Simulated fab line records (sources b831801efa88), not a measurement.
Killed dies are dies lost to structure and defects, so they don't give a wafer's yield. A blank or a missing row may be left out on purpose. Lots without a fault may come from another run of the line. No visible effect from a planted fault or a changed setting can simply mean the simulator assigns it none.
fab line records	flow sfqLine
[record] lots = 14	wafers = 42	lastDay = 96
route steps=325 shown INCOMING@2 M5@207 R5@215 M7@294
lots untouched by any fault: they come from a run of this same line in which no faults occurred
startH: hours from the record's opening day to when the first of the lot's shown wafers began	waitH: time in hours since the lot's previous step	" unchanged from the row above	L1.1+2: one row covering several wafers at once	- value missing, or start not given	* or withheld: withheld	< > ~ a bound
route shown NAME@n: names a module that has steps shown in the file, with the first one's number in the route	usual: mean/standard deviation taken from wafers without a fault	same: alike in all rows	chamber/n: place in a boat	sites: readings site by site	_std_site: standard deviation across them	_edge_site: mean of outer sites minus mean of inner sites	radiusMm: how far each site lies from the wafer's centre	mask NAME#n: copy n	behind: tool/chamber where the wafer was last shaped	hold: the reason the lot was held/the length of the hold in hours/how it ended	device: transistor that didn't switch, given as n, p or np	end of line: tests of these same wafers at the route's end	step lacking rows: just its recipe	killed: not the wafer's yield, but the dies lost to structure and defects at the first sort	map: a wafer's dies, marking killed ones x, the rest . and places with no die _
set.NAME: the setting the step ran with; set.NAME@STEP: the setting that earlier step ran with	model.NAME: the simulator's own value behind a step, which no gauge read
one table for each step of the route and one row for each wafer, over a sample of lots
services: a tool's chamber out of use, with start hour (startH, from the record's first day; less than 0 if before it), hours out, and reason
[[steps]]
[step SFQ_TRILAYER_INCOMING_OXIDATION_002]
[recipe] tempC = 1000	ambient = H2O	targetThkA = 5000	pH2oTorr = 720	oxTimeS = 4939
[usual] spikeTcBottomC = 1018/3.9	spikeTcCentreC = 1001.4/1.1	spikeTcLowerC = 1001.0/1	spikeTcTopC = 1016.3/2.9	spikeTcUpperC = 1001.1/0.99	tubeCenterTempC = 1000/0.088	tube_center_temp_C_max = 1002.6/0.43	zonePowerBottomPct = 31.5/1.3	zonePowerCentrePct = 23.8/0.55	zonePowerLowerPct = 22.5/0.36	zonePowerUpperPct = 22.3/0.87
lot.wafer	tool	chamber	startH	waitH	spikeTcBottomC	spikeTcCentreC	spikeTcLowerC	spikeTcTopC	spikeTcUpperC	tubeCenterTempC	tube_center_temp_C_max	zonePowerBottomPct	zonePowerCentrePct	zonePowerLowerPct	zonePowerUpperPct
L330.1	furnace-01	0	10.12	0.1	1023	1001.5	1000.2	1021.9	999.8	1000	1002.4	30.2	24.7	23.0	21.5
L330.5	"	0	"	"	1020	1001.7	1001.6	1016.7	1000.1	999.98	1001.9	30.6	24.3	23.0	21.5
L330.6	"	0	"	"	1021	1002.7	1003.1	1020.3	1001.0	1000.2	1003.1	30.5	24.1	22.8	21.1
L331.1	furnace-02	0	15.12	0.1	1012	998.9	1001.0	1014.1	998.4	999.97	1003.0	32.4	23.2	22.3	23.0
L331.5	"	0	"	"	1016	1001.8	1000.7	1013.7	1001.3	1000	1003.0	32.6	23.0	22.3	23.6
L331.6	"	0	"	"	1015	1000.3	999.0	1014.0	1001.6	1000	1002.4	32.6	23.1	22.4	22.9
L332.2	furnace-01	0	20.12	0.1	1022	999.6	1000.7	1018.9	1002.1	1000.1	1002.4	30.5	24.4	22.6	21.5
L332.3	"	0	"	"	1024	1001.1	1001.7	1021.2	1002.4	999.94	1002.2	30.5	24.1	22.6	21.7
L332.4	"	0	"	"	1023	1001.8	1001.0	1018.8	999.5	1000.1	1002.7	30.4	24.1	22.7	21.5
L333.1	furnace-02	0	25.12	0.1	1015	1000.1	1000.5	1012.3	999.8	999.98	1002.7	32.8	22.8	22.1	23.3
L333.2	"	0	"	"	1014	1002.2	998.6	1014.0	1002.4	1000.1	1002.5	32.6	23.2	22.4	23.6
L333.5	"	0	"	"	1013	1000.4	1000.4	1012.6	1001.1	999.98	1003.4	32.7	23.3	22.0	23.3
L334.1	furnace-01	0	30.12	0.1	1022	1001.8	1000.9	1017.6	1001.4	999.98	1003.4	30.1	24.3	22.4	21.9
L334.3	"	0	"	"	1021	999.4	1002.3	1016.9	1002.6	1000.1	1003.0	30.0	24.5	22.7	21.4
L334.4	"	0	"	"	1024	1003.8	1000.7	1019.0	1000.0	999.98	1002.9	30.1	24.0	22.4	21.4
L335.1	furnace-02	0	35.12	0.1	1014	999.8	999.7	1014.0	1000.2	999.97	1003.2	32.3	23.3	22.1	23.0
L335.4	"	0	"	"	1014	1000.7	999.6	1012.6	1002.6	999.92	1002.6	33.3	23.3	22.3	23.2
L335.6	"	0	"	"	1015	1003.2	999.9	1013.9	1002.2	999.96	1003.1	33.0	23.2	22.4	23.1
L341.1	furnace-02	0	65.12	0.1	1066	1054.0	1053.7	1065.3	1053.2	1052	1054.2	36.5	26.3	25.0	26.2
L341.3	"	0	"	"	1065	1052.0	1051.5	1065.7	1054.3	1052.1	1054.3	38.1	26.7	25.5	25.7
L341.4	"	0	"	"	1067	1054.6	1053.7	1064.8	1053.0	1052.1	1054.4	37.5	26.5	25.2	26.8
L343.1	furnace-02	0	75.12	0.1	1066	1054.7	1053.8	1066.1	1053.0	1052.1	1054.6	37.4	26.1	25.0	26.1
L343.2	"	0	"	"	1066	1052.7	1052.4	1065.7	1052.3	1052.1	1054.6	37.4	26.4	25.5	25.8
L343.4	"	0	"	"	1067	1053.0	1053.7	1064.3	1055.7	1052	1054.2	37.1	26.1	25.0	26.4
L344.4	furnace-01	0	80.12	0.0	1021	1001.9	999.7	1019.3	1000.2	999.98	1003.3	30.7	24.3	22.9	21.6
L344.5	"	0	"	"	1021	1000.4	1000.1	1019.7	999.9	1000.1	1002.9	30.1	24.4	22.8	21.6
L344.6	"	0	"	"	1022	1001.6	1000.8	1017.0	1000.7	999.98	1002.8	30.7	23.9	23.1	21.7
L346.1	furnace-01	0	90.12	0.1	1022	1001.6	1003.0	1019.1	1000.7	1000.1	1002.6	29.8	24.2	23.0	21.5
L346.2	"	0	"	"	1023	1001.8	1002.0	1019.3	1002.7	1000	1003.1	30.8	24.2	23.4	21.5
L346.4	"	0	"	"	1023	1002.0	1000.8	1018.9	1002.7	1000.1	1003.9	30.3	23.9	23.2	21.3
L347.1	furnace-01	0	95.12	0.1	1022	1000.4	1002.1	1019.5	1002.3	1000	1002.5	30.0	24.2	22.8	21.6
L347.2	"	0	"	"	1022	1003.0	1000.5	1019.0	1001.3	1000.1	1002.5	30.4	24.3	22.7	21.3
L347.6	"	0	"	"	1022	1000.5	1002.5	1020.4	1001.9	999.9	1002.1	31.0	24.4	22.4	21.6
L349.1	furnace-01	0	105.12	0.1	1021	1002.0	1000.9	1019.8	1001.0	999.96	1003.4	30.8	24.0	23.0	21.7
L349.3	"	0	"	"	1024	1002.1	1001.6	1019.2	1001.8	1000	1002.8	30.9	24.3	22.5	21.5
L349.6	"	0	"	"	1022	1000.5	1001.7	1018.3	1002.0	1000	1002.9	30.2	23.9	22.7	21.6
L351.2	furnace-01	0	115.12	0.1	1023	1002.3	1000.2	1016.7	1003.0	1000.1	1002.3	30.5	24.1	23.1	21.4
L351.4	"	0	"	"	1023	1000.7	1002.1	1018.0	1000.9	1000.1	1002.8	30.5	24.8	23.0	21.3
L351.6	"	0	"	"	1022	1001.9	1000.9	1017.4	1000.7	999.99	1002.2	30.6	24.3	23.0	21.2
L352.4	furnace-01	0	120.12	0.0	1022	1002.5	1000.8	1016.5	1000.4	1000	1003.1	29.9	24.0	22.6	21.4
L352.5	"	0	"	"	1021	1003.4	1002.8	1018.4	999.8	999.88	1002.2	30.9	24.0	22.9	21.7
L352.6	"	0	"	"	1019	1001.6	1001.3	1018.4	1001.3	1000.2	1002.8	30.5	24.4	23.1	21.8
[step SFQ_TRILAYER_M5_STRIP_STRIP_127]
[recipe] gas = O2	powerW = 200	platenTempC = 40	overashFraction = 0.65	chemistry = O2	pressureMtorr = 50
[usual] drypumpMotorCurrentA = 5.9/0.31	oesProductAu = 0.999/0.0078
lot.wafer	tool	chamber	startH	waitH	drypumpMotorCurrentA	oesProductAu	rfHoursCounterH
L330.1	rieMetal-03	1	1340.67	0.1	5.8	0.984	68
L330.5	"	1	"	"	5.8	0.984	-
L330.6	"	0	"	"	6.3	0.992	-
L331.1	rieMetal-04	0	1344.39	0.1	5.7	1.001	31
L331.5	"	1	"	"	6.4	0.996	-
L331.6	"	0	"	"	5.7	0.989	-
L332.2	rieMetal-04	1	1352.79	0.1	6.4	0.991	119
L332.3	"	1	"	"	6.4	0.998	-
L332.4	"	0	"	"	5.7	0.998	-
L333.1	rieMetal-01	0	1360.12	0.1	5.6	1.002	102
L333.2	"	1	"	"	5.9	0.994	14
L333.5	"	0	"	"	5.6	1.007	-
L334.1	rieMetal-04	1	1368.52	0.1	6.4	0.997	121
L334.3	"	1	"	"	6.4	0.997	-
L334.4	"	0	"	"	5.7	0.997	-
L335.1	rieMetal-04	0	1379.64	0.1	5.7	1.004	35
L335.4	"	0	"	"	5.7	0.995	-
L335.6	"	0	"	"	5.7	0.992	-
L341.1	rieMetal-04	0	1424.70	0.1	5.7	1.005	45
L341.3	"	0	"	"	5.7	1.001	-
L341.4	"	1	"	"	6.4	0.999	-
L343.1	rieMetal-01	0	1556.31	0.1	5.6	1.004	2
L343.2	"	1	"	"	5.9	1.008	41
L343.4	"	0	"	"	5.6	0.993	-
L344.4	rieMetal-01	1	1576.49	0.3	5.9	1.001	-
L344.5	"	0	"	"	5.6	1.003	-
L344.6	"	1	"	"	5.9	1.008	-
L346.1	rieMetal-01	1	1587.34	0.1	5.9	1.002	47
L346.2	"	0	"	"	5.6	0.992	8
L346.4	"	0	"	"	5.6	1.007	-
L347.1	rieMetal-03	0	1595.48	0.1	6.3	1.003	23
L347.2	"	1	"	"	5.8	0.992	106
L347.6	"	0	"	"	6.3	0.996	-
L349.1	rieMetal-04	0	1631.57	0.1	5.7	0.992	69
L349.3	"	0	"	"	5.7	0.995	-
L349.6	"	0	"	"	5.7	1.003	-
L351.2	rieMetal-01	0	1777.72	0.1	5.6	1.004	36
L351.4	"	1	"	"	5.9	1.010	-
L351.6	"	1	"	"	5.9	1.011	-
L352.4	rieMetal-03	0	1789.37	0.7	6.3	1.009	-
L352.5	"	0	"	"	6.3	1.008	-
L352.6	"	0	"	"	6.3	1.005	-
[step SFQ_R5_RS_MEAS_933]
[recipe] thkMeasGauge = four-point-probe	reads = Ti_of_TRILAYER_R5_DEP_SPUTTER_134+MoNx_of_TRILAYER_R5_DEP_SPUTTER_133+Ti_of_TRILAYER_R5_DEP_SPUTTER_132
[usual] R5_MONX_RS = 7.07/0.086
lot.wafer	tool	chamber	startH	waitH	R5_MONX_RS[ohm/sq]
L330.1	filmMetro-01	-	1346.34	0.0	7.12
L330.5	"	-	"	"	7.07
L330.6	"	-	"	"	7.10
L331.1	filmMetro-01	-	1349.55	0.0	6.96
L331.5	"	-	"	"	7.01
L331.6	"	-	"	"	6.97
L332.2	filmMetro-01	-	1357.97	0.0	7.12
L332.3	"	-	"	"	7.17
L332.4	"	-	"	"	7.21
L333.1	filmMetro-01	-	1365.27	0.0	6.94
L333.2	"	-	"	"	6.94
L333.5	"	-	"	"	6.96
L334.1	filmMetro-02	-	1373.78	0.0	7.17
L334.3	"	-	"	"	7.15
L334.4	"	-	"	"	7.23
L335.1	filmMetro-02	-	1385.12	0.0	7.01
L335.4	"	-	"	"	7.05
L335.6	"	-	"	"	6.98
L341.1	filmMetro-01	-	1436.66	0.0	7.10
L341.3	"	-	"	"	7.03
L341.4	"	-	"	"	7.10
L343.1	filmMetro-01	-	1561.64	0.0	6.97
L343.2	"	-	"	"	7.04
L343.4	"	-	"	"	7.05
L344.4	filmMetro-01	-	1581.76	0.1	7.23
L344.5	"	-	"	"	7.16
L344.6	"	-	"	"	7.14
L346.1	filmMetro-01	-	1595.42	0.0	7.04
L346.2	"	-	"	"	7.07
L346.4	"	-	"	"	7.08
L347.1	filmMetro-02	-	1601.50	0.0	7.03
L347.2	"	-	"	"	7.14
L347.6	"	-	"	"	7.04
L349.1	filmMetro-04	-	1648.70	0.0	7.06
L349.3	"	-	"	"	7.05
L349.6	"	-	"	"	7.06
L351.2	filmMetro-04	-	1782.90	0.0	7.03
L351.4	"	-	"	"	7.06
L351.6	"	-	"	"	7.11
L352.4	filmMetro-02	-	1794.76	0.1	7.07
L352.5	"	-	"	"	7.08
L352.6	"	-	"	"	7.11
[step SFQ_TRILAYER_M7_STRIP_STRIP_181]
[recipe] gas = O2	powerW = 200	platenTempC = 40	overashFraction = 0.65	chemistry = O2	pressureMtorr = 50
[usual] drypumpMotorCurrentA = 5.85/0.28	oesProductAu = 0.998/0.0087
lot.wafer	tool	chamber	startH	waitH	drypumpMotorCurrentA	oesProductAu	rfHoursCounterH
L330.1	rieMetal-02	1	1934.11	0.1	5.98	0.989	32
L330.5	"	0	"	"	5.47	0.998	-
L330.6	"	1	"	"	5.98	0.986	-
L331.1	rieMetal-03	0	1954.51	0.1	6.35	1.003	78
L331.5	"	1	"	"	5.82	0.997	-
L331.6	"	0	"	"	6.33	0.997	-
L332.2	rieMetal-01	1	1958.11	0.1	5.89	1.012	93
L332.3	"	1	"	"	5.86	1.008	-
L332.4	"	1	"	"	5.86	1.008	-
L333.1	rieMetal-02	1	1962.91	0.1	6.01	0.992	37
L333.2	"	0	"	"	5.47	0.983	84
L333.5	"	0	"	"	5.45	0.981	-
L334.1	rieMetal-03	0	1966.70	0.2	6.33	1.010	80
L334.3	"	0	"	"	6.33	1.008	-
L334.4	"	0	"	"	6.35	1.016	-
L335.1	rieMetal-03	0	1977.31	0.1	6.35	0.999	83
L335.4	"	1	"	"	5.82	1.007	-
L335.6	"	1	"	"	5.84	0.998	-
L341.1	rieMetal-03	0	2016.08	0.1	6.33	1.010	89
L341.3	"	1	"	"	5.81	0.995	-
L341.4	"	0	"	"	6.34	1.007	-
L343.1	rieMetal-03	1	2034.08	0.1	5.83	0.979	35
L343.2	"	0	"	"	6.34	0.995	91
L343.4	"	1	"	"	5.80	0.988	-
L344.4	rieMetal-01	0	2051.08	0.2	5.64	1.000	-
L344.5	"	1	"	"	5.87	1.012	-
L344.6	"	0	"	"	5.62	1.006	-
L346.1	rieMetal-01	0	2060.48	0.1	5.64	0.986	74
L346.2	"	1	"	"	5.89	1.005	111
L346.4	"	1	"	"	5.86	1.004	-
L347.1	rieMetal-01	1	2062.88	0.1	5.88	1.005	112
L347.2	"	0	"	"	5.62	0.999	74
L347.6	"	1	"	"	5.85	1.012	-
L349.1	rieMetal-01	0	2098.61	0.1	5.61	1.000	79
L349.3	"	0	"	"	5.62	0.996	-
L349.6	"	1	"	"	5.86	1.009	-
L351.2	rieMetal-01	0	2186.43	0.4	5.61	0.988	-
L351.4	"	0	"	"	5.63	1.002	-
L351.6	"	0	"	"	5.66	0.999	-
L352.4	rieMetal-03	0	2205.57	0.2	6.34	1.010	-
L352.5	"	0	"	"	6.33	1.010	-
L352.6	"	1	"	"	5.79	1.003	-
[[services]]
tool	chamber	startH	hours	kind
furnace-01	-	-6.94	10.8	pm
furnace-01	-	24.42	3.4	pm
rieMetal-01	0	58.83	4.3	repair
rieMetal-03	-	90.64	2.8	pm
rieMetal-03	-	116.15	14.6	pm
rieMetal-01	-	132.85	2.8	pm
furnace-01	-	152.79	4.3	pm
furnace-01	-	192.49	3.8	pm
rieMetal-01	0	243.84	2.7	repair
rieMetal-03	1	330.77	1.0	repair
rieMetal-03	1	338.88	2.1	repair
rieMetal-01	0	466.84	1.7	repair
rieMetal-01	-	583.15	0.7	repair
rieMetal-01	1	761.62	24.7	repair
rieMetal-01	-	952.90	1.4	pm
rieMetal-01	-	963.08	0.7	repair
rieMetal-01	0	969.42	15.2	repair
rieMetal-01	-	1012.43	4.3	pm
rieMetal-01	1	1106.35	1.9	repair
rieMetal-01	-	1233.49	2.8	pm
rieMetal-01	-	1285.56	14.6	repair
rieMetal-01	1	1479.11	9.3	repair
rieMetal-01	1	1739.91	20.6	repair
rieMetal-01	1	1904.63	17.5	repair
[[key]]
[firstSign] step = SFQ_TRILAYER_INCOMING_OXIDATION_002	reading = tubeCenterTempC	direction = up	sigmas = 99+	usual = *	struck = *
[effect] step = SFQ_TRILAYER_INCOMING_OXIDATION_002	reading = tube_center_temp_C_max	direction = up	sigmas = 99+	usual = *	struck = *
metAt SFQ_TRILAYER_INCOMING_OXIDATION_002
struckLots L341,L343
notActingAt SFQ_TRILAYER_M5_STRIP_STRIP_127,SFQ_R5_RS_MEAS_933,SFQ_TRILAYER_M7_STRIP_STRIP_181
onsetBetween 35.12 65.12
[fault] kind = processParameterDrift	tool = furnace-02	chamber = -	onsetH = 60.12	steps = SFQ_TRILAYER_INCOMING_OXIDATION_002	channel = tempC	offset = *	shape = step	endH = 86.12	stated = *
